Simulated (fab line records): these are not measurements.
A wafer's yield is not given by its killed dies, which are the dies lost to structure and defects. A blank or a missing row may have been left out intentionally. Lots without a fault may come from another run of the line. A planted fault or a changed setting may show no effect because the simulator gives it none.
What tool caused it? :: flow gf180mcu :: 11 lots with 33 wafers sampled at 6 steps, on a route of 602 steps

WHAT EACH GAUGE READ, for each wafer
GF_M2_RS_MEAS_05: measurement is done with a four-point probe. Usual: M2_ALCU_RS 0.0701 ohm/sq, standard deviation 0.00097.
lot: L685
measured: day 18 08:49
on: film_metro-04
M2_ALCU_RS (ohm/sq): 0.0698 0.0700 0.0698
flag: 

lot: L686
measured: day 18 20:29
on: film_metro-02
M2_ALCU_RS (ohm/sq): 0.0696 0.0699 0.0700
flag: 

lot: L688
measured: day 19 16:16
on: film_metro-04
M2_ALCU_RS (ohm/sq): 0.0718 0.0715 0.0709
flag: 

lot: L690
measured: day 20 00:56
on: film_metro-02
M2_ALCU_RS (ohm/sq): 0.0683 0.0698 0.0700
flag: 

lot: L691
measured: day 20 12:46
on: film_metro-02
M2_ALCU_RS (ohm/sq): 0.0687 0.0697 0.0687
flag: 

lot: L692
measured: day 20 18:17
on: film_metro-02
M2_ALCU_RS (ohm/sq): 0.0694 0.0691 0.0699
flag: 

lot: L693
measured: day 21 08:49
on: film_metro-02
M2_ALCU_RS (ohm/sq): 0.0702 0.0710 0.0716
flag: 

lot: L694
measured: day 21 12:19
on: film_metro-04
M2_ALCU_RS (ohm/sq): 0.0691 0.0696 0.0694
flag: 

lot: L695
measured: day 21 21:04
on: film_metro-04
M2_ALCU_RS (ohm/sq): 0.0704 0.0709 0.0700
flag: 

lot: L704
measured: day 25 00:01
on: film_metro-02
M2_ALCU_RS (ohm/sq): 0.0710 0.0707 0.0705
flag: 

lot: L706
measured: day 25 12:29
on: film_metro-03
M2_ALCU_RS (ohm/sq): 0.0710 0.1113 0.0697 0.0710 0.1114 0.0695
flag: OFF

GF_M2_THK_MEAS_06: measures by xrf. Usual: M2_ALCU_THK 447 nm, standard deviation 6.7.
lot: L685
measured: day 18 08:56
on: film_metro-04
M2_ALCU_THK (nm): 450 450 450
flag: 

lot: L686
measured: day 18 20:36
on: film_metro-02
M2_ALCU_THK (nm): 444 447 444
flag: 

lot: L688
measured: day 19 16:23
on: film_metro-04
M2_ALCU_THK (nm): 439 441 449
flag: 

lot: L690
measured: day 20 01:03
on: film_metro-02
M2_ALCU_THK (nm): 452 442 444
flag: 

lot: L691
measured: day 20 12:52
on: film_metro-02
M2_ALCU_THK (nm): 450 447 450
flag: 

lot: L692
measured: day 20 18:24
on: film_metro-02
M2_ALCU_THK (nm): 445 449 443
flag: 

lot: L693
measured: day 21 08:55
on: film_metro-02
M2_ALCU_THK (nm): 447 442 437
flag: 

lot: L694
measured: day 21 12:25
on: film_metro-04
M2_ALCU_THK (nm): 456 453 453
flag: 

lot: L695
measured: day 21 21:10
on: film_metro-04
M2_ALCU_THK (nm): 447 443 452
flag: 

lot: L704
measured: day 25 00:07
on: film_metro-02
M2_ALCU_THK (nm): 442 441 442
flag: 

lot: L706
measured: day 25 17:34
on: film_metro-03
M2_ALCU_THK (nm): 442 283 450 443 282 451
flag: OFF

TOOL THAT RAN EACH LOT (tool first, then ch and the chambers of the sampled wafers, then the start)
lot: L685
GF_V1_STRIP_18: plasma_asher-02 ch 0,1, day 18 07:22
GF_V1_SPUTTER_21: pvd_sputter-04, day 18 07:54
GF_M2_SPUTTER_00: pvd_sputter-01, day 18 08:35
GF_M2_SPUTTER_02: pvd_sputter-01, day 18 08:43

lot: L686
GF_V1_STRIP_18: plasma_asher-03 ch 0,1, day 18 18:58
GF_V1_SPUTTER_21: pvd_sputter-01, day 18 19:33
GF_M2_SPUTTER_00: pvd_sputter-03, day 18 20:15
GF_M2_SPUTTER_02: pvd_sputter-03, day 18 20:23

lot: L688
GF_V1_STRIP_18: plasma_asher-03 ch 0,1, day 19 14:49
GF_V1_SPUTTER_21: pvd_sputter-01, day 19 15:21
GF_M2_SPUTTER_00: pvd_sputter-03, day 19 16:02
GF_M2_SPUTTER_02: pvd_sputter-03, day 19 16:10

lot: L690
GF_V1_STRIP_18: plasma_asher-03 ch 0,1, day 19 23:29
GF_V1_SPUTTER_21: pvd_sputter-02, day 20 00:01
GF_M2_SPUTTER_00: pvd_sputter-04, day 20 00:43
GF_M2_SPUTTER_02: pvd_sputter-04, day 20 00:50

lot: L691
GF_V1_STRIP_18: plasma_asher-03 ch 0,1, day 20 11:19
GF_V1_SPUTTER_21: pvd_sputter-04, day 20 11:49
GF_M2_SPUTTER_00: pvd_sputter-04, day 20 12:30
GF_M2_SPUTTER_02: pvd_sputter-04, day 20 12:38

lot: L692
GF_V1_STRIP_18: plasma_asher-02 ch 0,1, day 20 16:50
GF_V1_SPUTTER_21: pvd_sputter-01, day 20 17:22
GF_M2_SPUTTER_00: pvd_sputter-04, day 20 18:03
GF_M2_SPUTTER_02: pvd_sputter-04, day 20 18:11

lot: L693
GF_V1_STRIP_18: plasma_asher-02 ch 0,1, day 21 07:21
GF_V1_SPUTTER_21: pvd_sputter-04, day 21 07:51
GF_M2_SPUTTER_00: pvd_sputter-03, day 21 08:33
GF_M2_SPUTTER_02: pvd_sputter-03, day 21 08:41

lot: L694
GF_V1_STRIP_18: plasma_asher-02 ch 0,1, day 21 10:49
GF_V1_SPUTTER_21: pvd_sputter-02, day 21 11:23
GF_M2_SPUTTER_00: pvd_sputter-04, day 21 12:04
GF_M2_SPUTTER_02: pvd_sputter-04, day 21 12:12

lot: L695
GF_V1_STRIP_18: plasma_asher-02 ch 0,1, day 21 19:29
GF_V1_SPUTTER_21: pvd_sputter-01, day 21 20:01
GF_M2_SPUTTER_00: pvd_sputter-03, day 21 20:49
GF_M2_SPUTTER_02: pvd_sputter-03, day 21 20:57

lot: L704
GF_V1_STRIP_18: plasma_asher-03 ch 0,1, day 24 22:31
GF_V1_SPUTTER_21: pvd_sputter-04, day 24 23:02
GF_M2_SPUTTER_00: pvd_sputter-01, day 24 23:44
GF_M2_SPUTTER_02: pvd_sputter-01, day 24 23:52

lot: L706
GF_V1_STRIP_18: plasma_asher-03 ch 0,1, day 25 11:01
GF_V1_SPUTTER_21: pvd_sputter-04, day 25 11:32
GF_M2_SPUTTER_00: pvd_sputter-03, day 25 12:13
GF_M2_SPUTTER_02: pvd_sputter-03, day 25 12:21
- GF_V1_STRIP_18: strips in O2/N2.
- GF_V1_SPUTTER_21: material Ti, target thk 15 nm, time 80.02 s.
- GF_M2_SPUTTER_00: material Ti, target thk 37.5 nm, time 150 s.
- GF_M2_SPUTTER_02: material AlCu, target thk 450 nm, time 23.9 s.

AS READ BY THE TOOLS THEMSELVES (means over the sampled wafers that have a number; for cases with no such wafer, the mark the record gives instead)
GF_V1_STRIP_18. Usual: drypump_motor_current_A 5.4 A, standard deviation 0.45; heater_power_w 306 W, standard deviation 27; n2_flow_sccm 300.1 sccm, standard deviation 1; oes_product_au 0.592 a.u., standard deviation 0.0051.
lot: L685
tool: plasma_asher-02
drypump_motor_current_A (A): 5.7
heater_power_w (W): 294
n2_flow_sccm (sccm): 299.6
oes_product_au (a.u.): 0.592
flag: 

lot: L686
tool: plasma_asher-03
drypump_motor_current_A (A): 5.0
heater_power_w (W): 293
n2_flow_sccm (sccm): 299.6
oes_product_au (a.u.): 0.599
flag: 

lot: L688
tool: plasma_asher-03
drypump_motor_current_A (A): 5.0
heater_power_w (W): 292
n2_flow_sccm (sccm): 299.5
oes_product_au (a.u.): 0.588
flag: 

lot: L690
tool: plasma_asher-03
drypump_motor_current_A (A): 5.0
heater_power_w (W): 295
n2_flow_sccm (sccm): 301.2
oes_product_au (a.u.): 0.595
flag: 

lot: L691
tool: plasma_asher-03
drypump_motor_current_A (A): 5.0
heater_power_w (W): 292
n2_flow_sccm (sccm): 299.9
oes_product_au (a.u.): 0.591
flag: 

lot: L692
tool: plasma_asher-02
drypump_motor_current_A (A): 5.7
heater_power_w (W): 294
n2_flow_sccm (sccm): 299.7
oes_product_au (a.u.): 0.597
flag: 

lot: L693
tool: plasma_asher-02
drypump_motor_current_A (A): 5.7
heater_power_w (W): 292
n2_flow_sccm (sccm): 299.7
oes_product_au (a.u.): 0.593
flag: 

lot: L694
tool: plasma_asher-02
drypump_motor_current_A (A): 5.7
heater_power_w (W): 295
n2_flow_sccm (sccm): 300.4
oes_product_au (a.u.): 0.593
flag: 

lot: L695
tool: plasma_asher-02
drypump_motor_current_A (A): 5.7
heater_power_w (W): 310
n2_flow_sccm (sccm): 299.7
oes_product_au (a.u.): 0.599
flag: 

lot: L704
tool: plasma_asher-03
drypump_motor_current_A (A): 5.2
heater_power_w (W): 313
n2_flow_sccm (sccm): 300.0
oes_product_au (a.u.): 0.593
flag: 

lot: L706
tool: plasma_asher-03
drypump_motor_current_A (A): 4.9
heater_power_w (W): 301
n2_flow_sccm (sccm): 299.9
oes_product_au (a.u.): 0.587
flag: 

GF_V1_SPUTTER_21. Usual: throttle_valve_pct at 30.3 %, with a standard deviation of 1.1.
lot: L685
tool: pvd_sputter-04
throttle_valve_pct (%): 30.0
flag: 

lot: L686
tool: pvd_sputter-01
throttle_valve_pct (%): 31.6
flag: 

lot: L688
tool: pvd_sputter-01
throttle_valve_pct (%): 30.9
flag: 

lot: L690
tool: pvd_sputter-02
throttle_valve_pct (%): 30.5
flag: 

lot: L691
tool: pvd_sputter-04
throttle_valve_pct (%): 29.2
flag: 

lot: L692
tool: pvd_sputter-01
throttle_valve_pct (%): 31.0
flag: 

lot: L693
tool: pvd_sputter-04
throttle_valve_pct (%): 29.9
flag: 

lot: L694
tool: pvd_sputter-02
throttle_valve_pct (%): 30.9
flag: 

lot: L695
tool: pvd_sputter-01
throttle_valve_pct (%): 30.3
flag: 

lot: L704
tool: pvd_sputter-04
throttle_valve_pct (%): 30.0
flag: 

lot: L706
tool: pvd_sputter-04
throttle_valve_pct (%): 29.0
flag: 

GF_M2_SPUTTER_00. Usual: throttle_valve_pct at 29.7 %, with a standard deviation of 1.2.
lot: L685
tool: pvd_sputter-01
throttle_valve_pct (%): 31.8
flag: 

lot: L686
tool: pvd_sputter-03
throttle_valve_pct (%): 29.6
flag: 

lot: L688
tool: pvd_sputter-03
throttle_valve_pct (%): 29.4
flag: 

lot: L690
tool: pvd_sputter-04
throttle_valve_pct (%): 29.4
flag: 

lot: L691
tool: pvd_sputter-04
throttle_valve_pct (%): 29.2
flag: 

lot: L692
tool: pvd_sputter-04
throttle_valve_pct (%): 29.1
flag: 

lot: L693
tool: pvd_sputter-03
throttle_valve_pct (%): 28.8
flag: 

lot: L694
tool: pvd_sputter-04
throttle_valve_pct (%): 28.5
flag: 

lot: L695
tool: pvd_sputter-03
throttle_valve_pct (%): 30.6
flag: 

lot: L704
tool: pvd_sputter-01
throttle_valve_pct (%): 30.6
flag: 

lot: L706
tool: pvd_sputter-03
throttle_valve_pct (%): 30.1
flag: 

GF_M2_SPUTTER_02. Usual: throttle_valve_pct at 29.7 %, with a standard deviation of 1.2.
lot: L685
tool: pvd_sputter-01
throttle_valve_pct (%): 32.0
flag: 

lot: L686
tool: pvd_sputter-03
throttle_valve_pct (%): 29.7
flag: 

lot: L688
tool: pvd_sputter-03
throttle_valve_pct (%): 29.5
flag: 

lot: L690
tool: pvd_sputter-04
throttle_valve_pct (%): 29.4
flag: 

lot: L691
tool: pvd_sputter-04
throttle_valve_pct (%): 29.2
flag: 

lot: L692
tool: pvd_sputter-04
throttle_valve_pct (%): 29.0
flag: 

lot: L693
tool: pvd_sputter-03
throttle_valve_pct (%): 28.9
flag: 

lot: L694
tool: pvd_sputter-04
throttle_valve_pct (%): 28.4
flag: 

lot: L695
tool: pvd_sputter-03
throttle_valve_pct (%): 30.8
flag: 

lot: L704
tool: pvd_sputter-01
throttle_valve_pct (%): 30.5
flag: 

lot: L706
tool: pvd_sputter-03
throttle_valve_pct (%): 30.0
flag: 

THE ANSWER, worked out from the rows above alone
Rule: a lot is off if the mean of its wafers that have a number lies more than 3 standard deviations from the usual mean. A lot without any number at a reading at which 4 lots or more have one is off too. All remaining lots with rows at the step are treated as sound. The gauges are gone through in route order, then the tools' own readings, and for those a lot's mean is taken as printed above. The first step at which some lot is off is used, and at that step the reading that is off furthest; a lot without a number counts as furthest.
Off: L706, seen at GF_M2_RS_MEAS_05 (M2_ALCU_RS).
A tool fits if, at a process step before that reading, it ran every lot that is off, and no sound lot after the first of them. Gauges at GF_M2_RS_MEAS_05: tried the same way as those tools. Can't be told from this: 4 tools fit, plasma_asher-03 at GF_V1_STRIP_18, pvd_sputter-04 at GF_V1_SPUTTER_21, pvd_sputter-03 at GF_M2_SPUTTER_00 and GF_M2_SPUTTER_02, film_metro-03 at GF_M2_RS_MEAS_05.

WHAT THE SIMULATOR HAD INSERTED
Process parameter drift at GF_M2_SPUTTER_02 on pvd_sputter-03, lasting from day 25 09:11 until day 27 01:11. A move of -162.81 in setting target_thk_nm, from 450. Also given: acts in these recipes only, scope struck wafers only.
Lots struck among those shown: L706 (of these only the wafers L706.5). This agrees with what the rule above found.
